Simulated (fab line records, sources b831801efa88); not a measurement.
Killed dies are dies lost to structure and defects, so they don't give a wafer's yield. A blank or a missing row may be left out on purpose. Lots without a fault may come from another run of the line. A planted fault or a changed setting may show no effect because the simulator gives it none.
A struck lot beside a sound one | flow sky130 | 15 steps out of a route of 708
Sound: wafers L736.2, L736.4, L736.5. Struck: wafers L732.1, L732.2, L732.6. The cause comes at the end.
At each step with rows: each side's tool, then ch and its chambers, then its first start. Under that, the readings that differ: sound wafers | struck wafers | difference of the means | sigmas: that difference in standard deviations of wafers without a fault.
alike: readings whose means differ by less than 2 such deviations, and words and numbers that are the same on both sides. not compared: withheld readings, readings that some wafer has no value for, bounds like >300 that may hide the same value, and numbers for which the record gives no deviation and whose values overlap.
The two part at a step that has a row with sigmas, a row that says differs or no value, or rows on one side only. Numbers that don't overlap but have no deviation are shown without sigmas and don't part them. A reading that every wafer of one side lacks parts them only if that side has two wafers or more.

SKY_LI_CONTACT_THK_MEAS_23: measures by xrf.
  sound on film_metro-02, day 34 14:16; struck on film_metro-03, day 32 22:32
  alike: LI_CONTACT_W_THK
SKY_LI_CONTACT_CMP_24: polishes, stops on PSG, t overpolish 20 s, target thk 0 nm.
  sound on cmp-01 ch 1,2,3, day 34 14:19; struck on cmp-02 ch 1,3, day 32 22:35
  alike: motor_current_A, overpolish_run_s, time_to_endpoint_s
SKY_LOCAL_INTERCONNECT_SPUTTER_00: material TiN, target thk 100 nm, time 83.3 s.
  sound on pvd_sputter-02, day 34 14:37; struck on pvd_sputter-04, day 32 22:53
  alike: throttle_valve_pct
SKY_LOCAL_INTERCONNECT_RS_MEAS_01: measures by four-point-probe.
  sound on film_metro-04, day 34 14:42; struck on film_metro-02, day 32 22:57
  alike: LOCAL_INTERCONNECT_TIN_RS
SKY_LOCAL_INTERCONNECT_THK_MEAS_02: measures by xrf.
  sound on film_metro-04, day 34 14:49; struck on film_metro-02, day 32 23:04
  reading                         | sound             | struck         | difference | sigmas
  LOCAL_INTERCONNECT_TIN_THK (nm) | 100.6 100.0 100.8 | 98.0 98.2 98.4 | -2.3       | -3
then, 7 steps without rows for these wafers: SKY_LOCAL_INTERCONNECT_DEHYDRATE_03 (time 60 s); SKY_LOCAL_INTERCONNECT_HMDS_04 (prime time 60 s); SKY_LOCAL_INTERCONNECT_COAT_05 (resist thk 60 nm); SKY_LOCAL_INTERCONNECT_COAT_06 (resist thk 450 nm); SKY_LOCAL_INTERCONNECT_SOFTBAKE_07 (time 90 s); SKY_LOCAL_INTERCONNECT_EXPOSE_08 (exposes mask LI1M, target cd 170 nm); SKY_LOCAL_INTERCONNECT_PEB_09.
SKY_LOCAL_INTERCONNECT_DEVELOP_10: develop time 60 s.
  sound on litho_track-02 ch 0, day 35 15:00; struck on litho_track-04 ch 0, day 34 02:00
  reading              | sound             | struck            | difference | sigmas
  developer_temp_C (C) | 20.96 20.99 21.00 | 20.22 20.22 20.31 | -0.73      | -7
SKY_LOCAL_INTERCONNECT_CD_MEAS_11: target cd 170 nm.
  sound on cd_sem-01, day 35 15:52; struck on cd_sem-01, day 34 02:24
  alike: cd_nm
-- the record jumps here: 14 days lie between the struck wafers' starts before and after (it left off in module LOCAL_INTERCONNECT and takes up again in module PAD_OPEN, whose first step shown is number 708 of the route) --
SKY_PAD_OPEN_PROBE_99:
  the record has rows for the struck wafers here (prober-02, day 48 13:29) and none for the sound ones

WHERE THEY PART
First at SKY_LOCAL_INTERCONNECT_THK_MEAS_02; last, within this record, at SKY_PAD_OPEN_PROBE_99.

WHY: what the simulator had put in
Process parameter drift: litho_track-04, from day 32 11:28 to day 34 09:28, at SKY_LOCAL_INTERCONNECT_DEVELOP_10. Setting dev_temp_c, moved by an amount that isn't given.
